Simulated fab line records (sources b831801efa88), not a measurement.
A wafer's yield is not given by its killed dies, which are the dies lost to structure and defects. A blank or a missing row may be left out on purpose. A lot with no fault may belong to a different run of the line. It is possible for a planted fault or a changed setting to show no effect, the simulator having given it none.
Which tool was responsible? || flow sky130 || 15 lots with 43 wafers sampled at 2 steps, on a route of 708 steps

## WHAT EACH GAUGE READ, for each wafer
SKY_CONTACT_THK_MEAS_03. Usual: CONTACT_HDPCVD_THK 564 nm, standard deviation 6.
{"lot": "L861", "measured": "day 31 03:26", "on": "film metro-03", "CONTACT_HDPCVD_THK (nm)": "563 580 568", "flag": ""}
{"lot": "L862", "measured": "day 32 01:38", "on": "film metro-03", "CONTACT_HDPCVD_THK (nm)": "567 561 564", "flag": ""}
{"lot": "L863", "measured": "day 32 05:38", "on": "film metro-02", "CONTACT_HDPCVD_THK (nm)": "571 566 570", "flag": ""}
{"lot": "L867", "measured": "day 32 18:53", "on": "film metro-04", "CONTACT_HDPCVD_THK (nm)": "572 450 453", "flag": "OFF"}
{"lot": "L865", "measured": "day 32 21:11", "on": "film metro-03", "CONTACT_HDPCVD_THK (nm)": "566 442", "flag": "OFF"}
{"lot": "L868", "measured": "day 33 05:44", "on": "film metro-04", "CONTACT_HDPCVD_THK (nm)": "561 440", "flag": "OFF"}
{"lot": "L874", "measured": "day 35 07:02", "on": "film metro-04", "CONTACT_HDPCVD_THK (nm)": "565 558 562", "flag": ""}
{"lot": "L876", "measured": "day 35 21:47", "on": "film metro-04", "CONTACT_HDPCVD_THK (nm)": "567 569 570", "flag": ""}
{"lot": "L878", "measured": "day 36 02:44", "on": "film metro-03", "CONTACT_HDPCVD_THK (nm)": "565 569 558", "flag": ""}
{"lot": "L879", "measured": "day 36 10:12", "on": "film metro-03", "CONTACT_HDPCVD_THK (nm)": "558 560 561", "flag": ""}
{"lot": "L880", "measured": "day 36 19:11", "on": "film metro-04", "CONTACT_HDPCVD_THK (nm)": "563 561 560", "flag": ""}
{"lot": "L881", "measured": "day 36 21:04", "on": "film metro-02", "CONTACT_HDPCVD_THK (nm)": "560 565 570", "flag": ""}
{"lot": "L883", "measured": "day 37 04:30", "on": "film metro-04", "CONTACT_HDPCVD_THK (nm)": "572 564 565", "flag": ""}
{"lot": "L882", "measured": "day 37 08:46", "on": "film metro-03", "CONTACT_HDPCVD_THK (nm)": "573 567 569", "flag": ""}
{"lot": "L884", "measured": "day 37 11:16", "on": "film metro-02", "CONTACT_HDPCVD_THK (nm)": "562 562 565", "flag": ""}

## WHICH TOOL RAN EACH LOT (tool, then ch and the chambers of the sampled wafers, then the start)
{"lot": "L861", "SKY_CONTACT_HDPCVD_02": "hdpcvd-02 ch 0,1,2, day 31 03:22"}
{"lot": "L862", "SKY_CONTACT_HDPCVD_02": "hdpcvd-01 ch 0,2, day 32 01:34"}
{"lot": "L863", "SKY_CONTACT_HDPCVD_02": "hdpcvd-02 ch 0,1, day 32 05:34"}
{"lot": "L867", "SKY_CONTACT_HDPCVD_02": "hdpcvd-01 ch 1,2, day 32 18:49"}
{"lot": "L865", "SKY_CONTACT_HDPCVD_02": "hdpcvd-01 ch 1, day 32 21:07"}
{"lot": "L868", "SKY_CONTACT_HDPCVD_02": "hdpcvd-01 ch 1,2, day 33 05:40"}
{"lot": "L874", "SKY_CONTACT_HDPCVD_02": "hdpcvd-02 ch 0,1,2, day 35 06:58"}
{"lot": "L876", "SKY_CONTACT_HDPCVD_02": "hdpcvd-02 ch 0,2, day 35 21:41"}
{"lot": "L878", "SKY_CONTACT_HDPCVD_02": "hdpcvd-01 ch 1,2, day 36 02:40"}
{"lot": "L879", "SKY_CONTACT_HDPCVD_02": "hdpcvd-02 ch 0,2, day 36 10:06"}
{"lot": "L880", "SKY_CONTACT_HDPCVD_02": "hdpcvd-01 ch 1,2, day 36 19:07"}
{"lot": "L881", "SKY_CONTACT_HDPCVD_02": "hdpcvd-01 ch 0,1,2, day 36 21:00"}
{"lot": "L883", "SKY_CONTACT_HDPCVD_02": "hdpcvd-02 ch 0,1,2, day 37 04:26"}
{"lot": "L882", "SKY_CONTACT_HDPCVD_02": "hdpcvd-02 ch 0,1,2, day 37 08:42"}
{"lot": "L884", "SKY_CONTACT_HDPCVD_02": "hdpcvd-02 ch 0,1,2, day 37 11:11"}
- SKY_CONTACT_HDPCVD_02: deposits SiO2, target thk 565 nm, time 94.2 s.

## WHAT THE TOOLS THEMSELVES READ (means of the sampled wafers that have a number; where no wafer has one, the mark that the record gives instead)
The record holds no such reading with a usual standard deviation.

## THE ANSWER, worked out from the rows above alone
Rule: take the mean of a lot's wafers that have a number; if it is more than 3 standard deviations from the usual mean, the lot is off. Also off: a lot with no number at a reading for which 4 or more lots have one. Any other lot the step has rows for is counted as sound. Order of review: gauges by route order, followed by the tools' own readings, for which a lot's mean as printed above is used. The first step at which some lot is off is used, and at that step the reading that is off furthest; a lot without a number counts as furthest.
Off: L867, L865, L868, seen at SKY_CONTACT_THK_MEAS_03 (CONTACT_HDPCVD_THK).
A tool fits if, at a process step before that reading, it ran every lot that is off, and no sound lot after the first of them. The gauges at SKY_CONTACT_THK_MEAS_03 are tried like those tools. Not one of the candidates tried fits.

## WHAT THE SIMULATOR HAD INSERTED
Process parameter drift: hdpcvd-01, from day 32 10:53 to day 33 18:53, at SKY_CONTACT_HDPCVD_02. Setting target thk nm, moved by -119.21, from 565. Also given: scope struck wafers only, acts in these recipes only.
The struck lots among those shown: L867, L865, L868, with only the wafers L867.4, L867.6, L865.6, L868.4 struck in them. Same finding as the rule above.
